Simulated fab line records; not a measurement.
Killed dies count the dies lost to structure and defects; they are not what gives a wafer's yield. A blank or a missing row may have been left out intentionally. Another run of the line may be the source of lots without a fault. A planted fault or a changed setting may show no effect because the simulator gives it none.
fab line records | flow sky130
record: lots: 24 wafers: 72 last_day: 50
route steps=708 shown METAL3@534 CAPM@540 VIA3@595 CAP2M@604
lots that met no fault: from a run of the same line without faults
start_h: hours from the record's opening day to when the first of the lot's shown wafers began | wait_h: how many hours have passed since the lot's step before this one | " identical to the entry in the row above | L1.1+2: one row covering several wafers at once | - no value, or no start was given | * or withheld: withheld | < > ~ a bound
route shown NAME@n: NAME is a module with steps in the file, n the number in the route of the first one | usual: mean and standard deviation over wafers with no fault | same: alike in all rows | chamber/n: place in a boat | sites: each site's reading | _std_site: standard deviation across them | _edge_site: inner sites' mean taken away from outer sites' mean | radius_mm: how far each site lies from the wafer's centre | mask NAME#n: copy n | behind: the most recent tool/chamber to have shaped the wafer | hold: why the lot was held/for how many hours/how that ended | device: names the non-switching transistor (n, p or np) | end of line: at the end of the route, the tests of the same wafers | a step without rows: its recipe alone | killed: dies lost to structure and defects at the first sort, not the wafer's yield | map: a wafer's dies, marking killed ones x, the rest . and places with no die _
set.NAME: setting as actually run; set.NAME@STEP: the setting as run at that earlier step | model.NAME: the simulator's own value behind a step, which no gauge read
one table for each step of the route and one row for each wafer, over a sample of lots
services: the hour from which a tool's chamber was out of use, counted from the record's first day as start_h (under 0 if before that day), plus the number of hours and why
== steps ==
step: SKY_METAL3_SPUTTER_02
recipe: material: AlCu target_thk_nm: 735 power_w: 10600 time_s: 39.1 chamber_pressure_pa: 0.4
usual: throttle_valve_pct: 30.2/0.89
columns lot.wafer tool chamber start_h wait_h throttle_valve_pct
L074.3 pvd_sputter-01 - 848.64 0.0 29.2
L074.5 " - " " 30.1
L074.6 " - " " 29.9
L075.2 pvd_sputter-04 - 854.70 0.0 30.5
L075.3 " - " " 29.6
L075.4 " - " " 30.3
L076.2 pvd_sputter-01 - 858.00 0.0 30.1
L076.3 " - " " 29.5
L076.6 " - " " 32.2
L077.1 pvd_sputter-01 - 868.58 0.0 32.2
L077.4 " - " " 29.4
L077.6 " - " " 29.6
L078.2 pvd_sputter-04 - 882.20 0.0 30.7
L078.5 " - " " 29.5
L078.6 " - " " 30.5
L079.1 pvd_sputter-04 - 885.44 0.0 30.2
L079.3 " - " " 29.6
L079.6 " - " " 29.9
L080.2 pvd_sputter-01 - 900.48 0.0 29.5
L080.4 " - " " 30.3
L080.6 " - " " 29.8
L081.1 pvd_sputter-01 - 902.01 0.0 30.3
L081.4 " - " " 29.6
L081.5 " - " " 32.3
L082.2 pvd_sputter-01 - 908.01 0.0 29.2
L082.3 " - " " 30.2
L082.6 " - " " 29.7
L083.1 pvd_sputter-04 - 922.13 0.0 29.5
L083.5 " - " " 30.5
L083.6 " - " " 29.5
L084.1 pvd_sputter-03 - 928.75 0.0 30.7
L084.3 " - " " 30.2
L084.5 " - " " 30.3
L085.1 pvd_sputter-01 - 931.82 0.0 30.2
L085.2 " - " " 32.3
L085.3 " - " " 29.7
L086.1 pvd_sputter-01 - 943.00 0.0 30.4
L086.2 " - " " 29.8
L086.6 " - " " 32.3
L087.3 pvd_sputter-03 - 948.12 0.0 30.5
L087.4 " - " " 30.9
L087.6 " - " " 30.1
L088.2 pvd_sputter-01 - 951.82 0.0 29.6
L088.3 " - " " 32.4
L088.5 " - " " 29.3
L089.4 pvd_sputter-04 - 962.20 0.0 30.2
L089.5 " - " " 30.4
L089.6 " - " " 30.7
L090.1 pvd_sputter-01 - 970.33 0.0 32.2
L090.2 " - " " 30.1
L090.3 " - " " 29.2
L092.3 pvd_sputter-04 - 980.82 0.0 29.5
L092.4 " - " " 30.3
L092.5 " - " " 30.5
L091.4 pvd_sputter-04 - 984.56 0.0 30.3
L091.5 " - " " 29.6
L091.6 " - " " 30.3
L093.2 pvd_sputter-04 - 988.89 0.0 30.3
L093.3 " - " " 30.6
L093.4 " - " " 30.7
L094.1 pvd_sputter-04 - 992.43 0.0 30.6
L094.4 " - " " 30.6
L094.6 " - " " 29.7
L095.1 pvd_sputter-01 - 1000.05 0.0 29.4
L095.4 " - " " 32.3
L095.6 " - " " 29.8
L096.3 pvd_sputter-01 - 1005.24 0.0 29.1
L096.4 " - " " 29.7
L096.5 " - " " 29.5
L097.1 pvd_sputter-04 - 1011.66 0.0 30.5
L097.3 " - " " 30.4
L097.5 " - " " 30.5
step: SKY_CAPM_RS_MEAS_03
recipe: thk_meas_gauge: four-point-probe reads: TiN_of_CAPM_SPUTTER_02
usual: CAPM_TIN_RS: 6.87/0.064
columns lot.wafer tool chamber start_h wait_h CAPM_TIN_RS[ohm/sq]
L074.3 film_metro-03 - 848.98 0.1 6.87
L074.5 " - " " 6.93
L074.6 " - " " 6.88
L075.2 film_metro-02 - 855.02 0.1 6.83
L075.3 " - " " 6.77
L075.4 " - " " 6.80
L076.2 film_metro-02 - 858.32 0.1 6.90
L076.3 " - " " 6.88
L076.6 " - " " 6.85
L077.1 film_metro-04 - 868.88 0.1 6.89
L077.4 " - " " 6.84
L077.6 " - " " 6.83
L078.2 film_metro-02 - 882.52 0.1 6.98
L078.5 " - " " 6.94
L078.6 " - " " 6.94
L079.1 film_metro-03 - 885.74 0.1 6.99
L079.3 " - " " 6.95
L079.6 " - " " 7.00
L080.2 film_metro-02 - 900.79 0.1 6.85
L080.4 " - " " 6.80
L080.6 " - " " 6.84
L081.1 film_metro-04 - 902.31 0.1 6.77
L081.4 " - " " 6.78
L081.5 " - " " 6.75
L082.2 film_metro-04 - 908.33 0.1 6.96
L082.3 " - " " 6.91
L082.6 " - " " 6.88
L083.1 film_metro-02 - 922.43 0.1 6.84
L083.5 " - " " 6.87
L083.6 " - " " 6.89
L084.1 film_metro-03 - 929.05 0.1 6.86
L084.3 " - " " 6.81
L084.5 " - " " 6.93
L085.1 film_metro-02 - 932.13 0.1 6.93
L085.2 " - " " 6.94
L085.3 " - " " 6.97
L086.1 film_metro-02 - 943.31 0.1 6.81
L086.2 " - " " 6.84
L086.6 " - " " 6.85
L087.3 film_metro-02 - 948.47 0.1 6.76
L087.4 " - " " 6.85
L087.6 " - " " 6.78
L088.2 film_metro-03 - 952.14 0.1 6.83
L088.3 " - " " 6.89
L088.5 " - " " 6.81
L089.4 film_metro-02 - 962.56 0.1 7.00
L089.5 " - " " 6.94
L089.6 " - " " 6.97
L090.1 film_metro-03 - 970.63 0.1 6.77
L090.2 " - " " 6.76
L090.3 " - " " 6.84
L092.3 film_metro-02 - 981.15 0.1 6.82
L092.4 " - " " 6.88
L092.5 " - " " 6.83
L091.4 film_metro-03 - 984.92 0.1 6.86
L091.5 " - " " 6.76
L091.6 " - " " 6.82
L093.2 film_metro-04 - 989.21 0.1 6.95
L093.3 " - " " 6.98
L093.4 " - " " 6.98
L094.1 film_metro-04 - 992.73 0.1 6.87
L094.4 " - " " 6.92
L094.6 " - " " 6.97
L095.1 film_metro-04 - 1000.35 0.1 6.80
L095.4 " - " " 6.86
L095.6 " - " " 6.89
L096.3 film_metro-03 - 1005.58 0.1 6.86
L096.4 " - " " 6.84
L096.5 " - " " 6.80
L097.1 film_metro-04 - 1011.96 0.1 6.87
L097.3 " - " " 6.86
L097.5 " - " " 6.90
step: SKY_METAL3_METAL_ETCH_18
recipe: target_depth_a: 8450 stop_on: SiO2 over_etch_frac: 0.3 time_s: 183.1 chemistry: Cl2/BCl3 resist_sidewall_deg: 88 pressure_mtorr: 10 icp_w: 900 bias_w: 48.5 Cl2_flow_sccm: 60 bcl3_flow_sccm: 30
usual: drypump_motor_current_A: 5.8/0.41 oes_product_au: 0.867/0.0053 throttle_valve_pct: 22.264/0.0084
columns lot.wafer tool chamber start_h wait_h drypump_motor_current_A oes_product_au rf_hours_counter_h throttle_valve_pct
L074.3 rie_metal-03 0 901.36 0.1 5.2 0.872 - 22.258
L074.5 " 1 " " 5.5 0.868 - 22.268
L074.6 " 0 " " 5.2 0.873 - 22.264
L075.2 rie_metal-01 0 906.93 0.0 5.8 0.864 17 22.259
L075.3 " 1 " " 6.4 0.869 - 22.264
L075.4 " 0 " " 5.8 0.858 - 22.265
L076.2 rie_metal-03 0 910.41 0.0 5.1 0.870 14 22.264
L076.3 " 0 " " 5.1 0.868 - 22.255
L076.6 " 0 " " 5.2 0.870 - 22.261
L077.1 rie_metal-04 0 920.11 0.0 6.0 0.871 1 22.267
L077.4 " 0 " " 6.0 0.870 - 22.277
L077.6 " 0 " " 6.0 0.872 - 22.271
L078.2 rie_metal-01 1 932.84 0.1 6.3 0.876 - 22.272
L078.5 " 1 " " 6.3 0.871 - 22.256
L078.6 " 1 " " 6.3 0.871 - 22.273
L079.1 rie_metal-01 1 936.23 0.0 6.3 0.864 3 22.269
L079.3 " 1 " " 6.3 0.866 - 22.262
L079.6 " 1 " " 6.3 0.863 - 22.277
L080.2 rie_metal-04 1 949.68 0.0 5.4 0.866 14 22.269
L080.4 " 0 " " 6.0 0.871 - 22.264
L080.6 " 1 " " 5.4 0.864 - 22.271
L081.1 rie_metal-01 0 951.59 0.0 5.8 0.860 0 22.263
L081.4 " 0 " " 5.8 0.867 - 22.258
L081.5 " 1 " " 6.4 0.860 - 22.269
L082.2 rie_metal-01 1 957.75 0.0 6.3 0.864 4 22.258
L082.3 " 0 " " 5.8 0.865 - 22.266
L082.6 " 0 " " 5.8 0.861 - 22.257
L083.1 rie_metal-01 0 970.69 0.0 5.8 0.869 2 22.270
L083.5 " 0 " " 5.8 0.859 - 22.256
L083.6 " 1 " " 6.3 0.872 - 22.278
L084.1 rie_metal-04 0 977.55 0.0 6.0 0.874 5 22.267
L084.3 " 0 " " 6.0 0.864 - 22.276
L084.5 " 1 " " 5.4 0.879 - 22.286
L085.1 rie_metal-04 1 979.78 0.0 5.4 0.862 16 22.259
L085.2 " 0 " " 6.0 0.865 5 22.269
L085.3 " 0 " " 6.0 0.859 - 22.259
L086.1 rie_metal-01 1 990.85 0.0 6.3 0.868 6 22.255
L086.2 " 0 " " 5.8 0.864 3 22.261
L086.6 " 1 " " 6.3 0.871 - 22.269
L087.3 rie_metal-04 1 996.54 0.1 5.4 0.863 - 22.257
L087.4 " 0 " " 6.0 0.864 - 22.262
L087.6 " 1 " " 5.4 0.860 - 22.239
L088.2 rie_metal-03 1 1001.18 0.0 5.5 0.870 12 22.256
L088.3 " 1 " " 5.5 0.869 - 22.260
L088.5 " 1 " " 5.5 0.869 - 22.261
L089.4 rie_metal-01 1 1011.11 0.1 6.3 0.866 - 22.281
L089.5 " 0 " " 5.9 0.867 - 22.271
L089.6 " 1 " " 6.3 0.863 - 22.262
L090.1 rie_metal-03 0 1018.50 0.0 5.2 0.870 19 22.272
L090.2 " 1 " " 5.5 0.859 13 22.262
L090.3 " 0 " " 5.1 0.876 - 22.254
L092.3 rie_metal-01 0 1028.80 0.1 5.8 0.862 - 22.279
L092.4 " 1 " " 6.4 0.871 - 22.260
L092.5 " 1 " " 6.3 0.867 - 22.262
L091.4 rie_metal-03 1 1031.40 0.1 5.5 0.873 - 22.255
L091.5 " 1 " " 5.6 0.878 - 22.272
L091.6 " 0 " " 5.1 0.870 - 22.259
L093.2 rie_metal-01 1 1036.08 0.0 6.4 0.862 9 22.266
L093.3 " 0 " " 5.8 0.854 - 22.275
L093.4 " 1 " " 6.3 0.868 - 22.267
L094.1 rie_metal-01 0 1039.40 0.0 5.8 0.868 6 22.270
L094.4 " 0 " " 5.8 0.864 - 22.270
L094.6 " 0 " " 5.8 0.868 - 22.262
L095.1 rie_metal-04 0 1047.00 0.0 6.0 0.864 9 22.280
L095.4 " 1 " " 5.5 0.870 - 22.260
L095.6 " 1 " " 5.5 0.861 - 22.256
L096.3 rie_metal-03 0 1050.80 0.1 5.1 0.859 - 22.280
L096.4 " 1 " " 5.5 0.860 - 22.286
L096.5 " 1 " " 5.6 0.858 - 22.270
L097.1 rie_metal-01 0 1057.44 0.0 5.8 0.870 6 22.269
L097.3 " 1 " " 6.4 0.870 - 22.256
L097.5 " 1 " " 6.4 0.875 - 22.255
step: SKY_VIA3_RS_MEAS_22
recipe: thk_meas_gauge: four-point-probe reads: W_of_VIA3_CVD_21+TiN_of_VIA3_SPUTTER_20
usual: VIA3_W_RS: 0.2943/0.003
columns lot.wafer tool chamber start_h wait_h VIA3_W_RS[ohm/sq]
L074.3 film_metro-01 - 927.57 0.1 0.2926
L074.5 " - " " 0.2989
L074.6 " - " " 0.2936
L075.2 film_metro-02 - 932.45 0.1 0.2913
L075.3 " - " " 0.2905
L075.4 " - " " 0.2910
L076.2 film_metro-02 - 937.83 0.1 0.2946
L076.3 " - " " 0.2973
L076.6 " - " " 0.2947
L077.1 film_metro-04 - 946.82 0.1 0.3015
L077.4 " - " " 0.2953
L077.6 " - " " 0.2973
L078.2 film_metro-02 - 959.41 0.1 0.2937
L078.5 " - " " 0.2916
L078.6 " - " " 0.2918
L079.1 film_metro-02 - 963.31 0.1 0.2894
L079.3 " - " " 0.2891
L079.6 " - " " 0.2901
L080.2 film_metro-01 - 976.88 0.1 0.2923
L080.4 " - " " 0.2927
L080.6 " - " " 0.2921
L081.1 film_metro-01 - 978.39 0.1 0.2957
L081.4 " - " " 0.2970
L081.5 " - " " 0.2950
L082.2 film_metro-02 - 984.23 0.1 0.2978
L082.3 " - " " 0.2940
L082.6 " - " " 0.2955
L083.1 film_metro-02 - 997.27 0.1 0.2953
L083.5 " - " " 0.2925
L083.6 " - " " 0.2916
L084.1 film_metro-04 - 1003.56 0.1 0.2963
L084.3 " - " " 0.2922
L084.5 " - " " 0.2957
L085.1 film_metro-01 - 1006.38 0.1 0.2925
L085.2 " - " " 0.2915
L085.3 " - " " 0.2924
L086.1 film_metro-02 - 1016.42 0.1 0.2935
L086.2 " - " " 0.2958
L086.6 " - " " 0.2925
L087.3 film_metro-04 - 1022.36 0.1 0.2923
L087.4 " - " " 0.2936
L087.6 " - " " 0.2915
L088.2 film_metro-01 - 1027.19 0.1 0.2894
L088.3 " - " " 0.2888
L088.5 " - " " 0.2922
L089.4 film_metro-02 - 1037.04 0.1 0.2946
L089.5 " - " " 0.2927
L089.6 " - " " 0.2902
L090.1 film_metro-04 - 1042.86 0.1 0.3004
L090.2 " - " " 0.3007
L090.3 " - " " 0.3006
L092.3 film_metro-02 - 1052.95 0.1 0.2972
L092.4 " - " " 0.2960
L092.5 " - " " 0.2952
L091.4 film_metro-01 - 1055.48 0.1 0.2953
L091.5 " - " " 0.2983
L091.6 " - " " 0.2965
L093.2 film_metro-02 - 1059.63 0.1 0.2916
L093.3 " - " " 0.2919
L093.4 " - " " 0.2950
L094.1 film_metro-04 - 1063.81 0.1 0.2942
L094.4 " - " " 0.2965
L094.6 " - " " 0.2968
L095.1 film_metro-02 - 1071.65 0.1 0.3003
L095.4 " - " " 0.2962
L095.6 " - " " 0.2951
L096.3 film_metro-01 - 1075.43 0.1 0.2954
L096.4 " - " " 0.2920
L096.5 " - " " 0.2900
L097.1 film_metro-02 - 1080.81 0.1 0.2993
L097.3 " - " " 0.2970
L097.5 " - " " 0.2966
step: SKY_VIA3_CMP_24
recipe: stop_on: SiO2 t_overpolish_s: 20 down_force_psi: 3.5 platen_rpm: 60 target_thk_nm: 0 pad_velocity_m_s: 0.94248
usual: edge_zone_pressure_frac: 1.000/0.0049 motor_current_A: 11.5/1.1 overpolish_run_s: 20.000/0.009 time_to_endpoint_s: 93.4/2.7
columns lot.wafer tool chamber start_h wait_h edge_zone_pressure_frac motor_current_A overpolish_run_s time_to_endpoint_s
L074.3 cmp-01 1 928.20 0.5 1.002 11.4 19.992 96.3
L074.6 " 3 " " 1.002 11.5 20.005 97.4
L074.5 " 0 " " 0.995 9.3 19.990 93.0
L075.4 cmp-02 0 932.61 0.0 1.000 13.0 20.003 94.6
L075.2 " 2 " " 0.998 12.3 20.008 94.3
L075.3 " 3 " " 1.004 11.1 20.006 95.2
L076.3 cmp-02 1 938.09 0.1 0.992 10.0 20.002 94.2
L076.2 " 2 " " 0.999 12.6 20.003 90.9
L076.6 " 0 " " 1.006 12.9 20.001 89.8
L077.1 cmp-01 2 947.00 0.1 0.991 11.9 19.991 88.8
L077.4 " 0 " " 1.010 9.4 19.988 92.5
L077.6 " 2 " " 1.001 12.0 19.981 89.1
L078.2 cmp-02 0 959.57 0.0 0.995 12.3 20.014 93.5
L078.6 " 0 " " 0.993 13.7 20.007 93.3
L078.5 " 1 " " 0.994 10.2 19.996 94.7
L079.1 cmp-02 3 963.54 0.1 0.995 11.5 19.987 91.3
L079.3 " 0 " " 1.006 13.5 20.011 93.9
L079.6 " 3 " " 1.003 11.0 20.007 91.8
L080.4 cmp-02 3 977.09 0.1 1.003 10.9 19.998 95.1
L080.2 " 1 " " 0.994 10.8 20.013 97.0
L080.6 " 2 " " 1.003 11.6 19.990 94.8
L081.4 cmp-01 3 978.62 0.1 0.993 11.5 19.988 94.1
L081.1 " 0 " " 1.005 9.6 20.010 91.8
L081.5 " 2 " " 0.999 11.3 19.995 93.3
L082.3 cmp-01 3 984.57 0.2 0.997 11.1 20.001 96.8
L082.2 " 1 " " 1.002 10.9 19.998 94.8
L082.6 " 3 " " 1.000 10.6 20.005 98.2
L083.1 cmp-02 2 997.60 0.2 1.005 11.7 20.007 92.6
L083.5 " 3 " " 0.997 11.3 19.989 93.7
L083.6 " 0 " " 0.996 13.6 19.977 93.7
L084.1 cmp-01 3 1003.84 0.1 1.010 11.5 20.017 93.5
L084.3 " 0 " " 0.996 8.6 20.003 96.5
L084.5 " 2 " " 0.997 11.8 19.991 95.4
L085.1 cmp-01 3 1006.61 0.1 1.002 11.6 20.005 96.1
L085.3 " 0 " " 0.994 9.3 19.997 94.2
L085.2 " 1 " " 1.005 11.6 19.999 94.8
L086.2 cmp-02 3 1016.60 0.0 0.997 11.2 20.004 93.4
L086.1 " 1 " " 1.003 10.5 19.996 100.6
L086.6 " 3 " " 1.003 11.7 20.008 96.3
L087.3 cmp-02 3 1022.60 0.1 0.994 11.3 19.998 88.3
L087.4 " 0 " " 0.999 13.2 19.997 90.9
L087.6 " 1 " " 0.997 10.4 20.008 95.5
L088.2 cmp-01 0 1027.40 0.1 0.992 9.4 19.995 96.1
L088.3 " 2 " " 0.998 11.9 20.020 92.4
L088.5 " 3 " " 1.006 10.7 20.000 92.6
L089.4 cmp-02 3 1037.16 0.0 0.997 11.0 20.005 90.9
L089.6 " 3 " " 1.005 11.2 20.017 91.8
L089.5 " 0 " " 0.995 13.0 20.001 93.1
L090.3 cmp-02 3 1043.04 0.0 1.004 11.9 20.001 88.9
L090.1 " 0 " " 1.002 12.4 20.008 87.4
L090.2 " 2 " " 1.000 11.9 19.984 93.1
L092.4 cmp-02 2 1053.09 0.0 0.997 12.6 20.005 92.3
L092.3 " 1 " " 1.002 9.6 20.013 97.6
L092.5 " 2 " " 0.998 11.3 19.994 93.7
L091.4 cmp-02 3 1055.70 0.1 1.000 12.0 19.991 87.7
L091.6 " 1 " " 1.009 10.4 20.003 94.8
L091.5 " 2 " " 0.995 11.3 19.993 88.6
L093.4 cmp-02 3 1059.79 0.0 1.001 10.6 20.008 94.0
L093.3 " 1 " " 0.992 10.7 19.993 98.4
L093.2 " 2 " " 0.999 11.8 19.996 94.3
L094.4 cmp-02 0 1064.04 0.1 1.004 13.1 20.008 91.4
L094.1 " 1 " " 1.003 10.3 20.009 97.0
L094.6 " 0 " " 1.001 13.4 19.994 91.6
L095.1 cmp-02 1 1071.83 0.1 1.002 10.6 20.001 95.0
L095.4 " 2 " " 0.996 12.0 20.009 93.9
L095.6 " 1 " " 0.997 10.9 20.003 98.0
L096.3 cmp-02 3 1075.78 0.2 0.996 11.5 19.987 93.3
L096.4 " 1 " " 0.996 10.6 20.013 101.1
L096.5 " 3 " " 1.006 11.4 20.003 94.5
L097.3 cmp-01 3 1081.04 0.1 0.997 11.3 19.987 90.6
L097.1 " 1 " " 0.993 11.0 20.002 92.8
L097.5 " 2 " " 0.993 12.0 20.001 93.7
step: SKY_CAP2M_THK_MEAS_01
recipe: reads: SiO2_of_CAP2M_CVD_00
usual: CAP2M_CVD_00_THK: 15.48/0.24
columns lot.wafer tool chamber start_h wait_h CAP2M_CVD_00_THK[nm]
L074.3 film_metro-03 - 928.61 - 15.22
L074.5 " - " " 15.40
L074.6 " - " " 15.21
L075.2 film_metro-03 - 933.09 - 15.01
L075.3 " - " " 15.33
L075.4 " - " " 15.38
L076.2 film_metro-02 - 938.49 - 15.50
L076.3 " - " " 15.88
L076.6 " - " " 15.74
L077.1 film_metro-01 - 947.48 - 15.28
L077.4 " - " " 15.80
L077.6 " - " " 15.83
L078.2 film_metro-02 - 960.06 - 15.18
L078.5 " - " " 15.43
L078.6 " - " " 15.50
L079.1 film_metro-01 - 963.96 - 14.92
L079.3 " - " " 15.08
L079.6 " - " " 15.30
L080.2 film_metro-03 - 977.53 - 15.60
L080.4 " - " " 15.82
L080.6 " - " " 15.75
L081.1 film_metro-03 - 979.05 - 15.44
L081.4 " - " " 15.62
L081.5 " - " " 15.61
L082.2 film_metro-01 - 985.00 - 15.20
L082.3 " - " " 15.33
L082.6 " - " " 15.34
L083.1 film_metro-02 - 997.93 - 15.39
L083.5 " - " " 15.48
L083.6 " - " " 15.58
L084.1 film_metro-03 - 1004.21 - 15.23
L084.3 " - " " 15.38
L084.5 " - " " 15.83
L085.1 film_metro-03 - 1007.03 - 15.33
L085.2 " - " " 15.28
L085.3 " - " " 15.36
L086.1 film_metro-03 - 1017.08 - 15.18
L086.2 " - " " 15.13
L086.6 " - " " 15.64
L087.3 film_metro-03 - 1023.00 - 15.18
L087.4 " - " " 15.54
L087.6 " - " " 15.57
L088.2 film_metro-02 - 1027.84 - 14.75
L088.3 " - " " 14.94
L088.5 " - " " 15.00
L089.4 film_metro-03 - 1037.66 - 15.76
L089.5 " - " " 15.75
L089.6 " - " " 15.48
L090.1 film_metro-03 - 1043.52 - 15.68
L090.2 " - " " 15.50
L090.3 " - " " 15.46
L092.3 film_metro-03 - 1053.59 - 15.67
L092.4 " - " " 15.60
L092.5 " - " " 15.46
L091.4 film_metro-02 - 1056.10 - 15.79
L091.5 " - " " 15.66
L091.6 " - " " 15.47
L093.2 film_metro-01 - 1060.27 - 15.55
L093.3 " - " " 15.48
L093.4 " - " " 15.84
L094.1 film_metro-03 - 1064.46 - 15.41
L094.4 " - " " 15.62
L094.6 " - " " 15.83
L095.1 film_metro-01 - 1072.31 - 15.51
L095.4 " - " " 15.77
L095.6 " - " " 15.91
L096.3 film_metro-03 - 1076.27 - 15.35
L096.4 " - " " 15.53
L096.5 " - " " 15.80
L097.1 film_metro-02 - 1081.47 - 15.44
L097.3 " - " " 15.44
L097.5 " - " " 15.75
== services ==
columns tool chamber start_h hours kind
cmp-02 - 837.05 1.8 repair
pvd_sputter-04 - 839.20 1.4 repair
rie_metal-03 - 850.14 0.3 repair
rie_metal-03 0 865.35 8.2 repair
rie_metal-04 0 873.48 1.0 repair
rie_metal-03 0 875.09 6.8 repair
cmp-01 - 879.27 1.0 repair
cmp-01 - 881.60 7.3 pm
cmp-01 - 889.98 8.2 pm
cmp-02 - 911.79 7.9 pm
cmp-01 - 912.00 4.0 pm
cmp-02 - 922.38 8.6 pm
cmp-01 - 936.80 3.5 repair
cmp-01 - 949.58 0.9 repair
rie_metal-01 - 960.36 0.6 repair
cmp-02 - 966.70 1.2 repair
cmp-01 - 973.90 0.6 repair
cmp-02 - 983.99 2.0 repair
pvd_sputter-01 - 1007.91 8.1 repair
cmp-02 - 1010.58 2.0 repair
rie_metal-01 0 1050.43 1.4 repair
cmp-01 - 1062.45 6.1 pm
pvd_sputter-04 - 1066.26 0.7 repair
cmp-01 - 1071.74 0.4 repair
== key ==
fault none
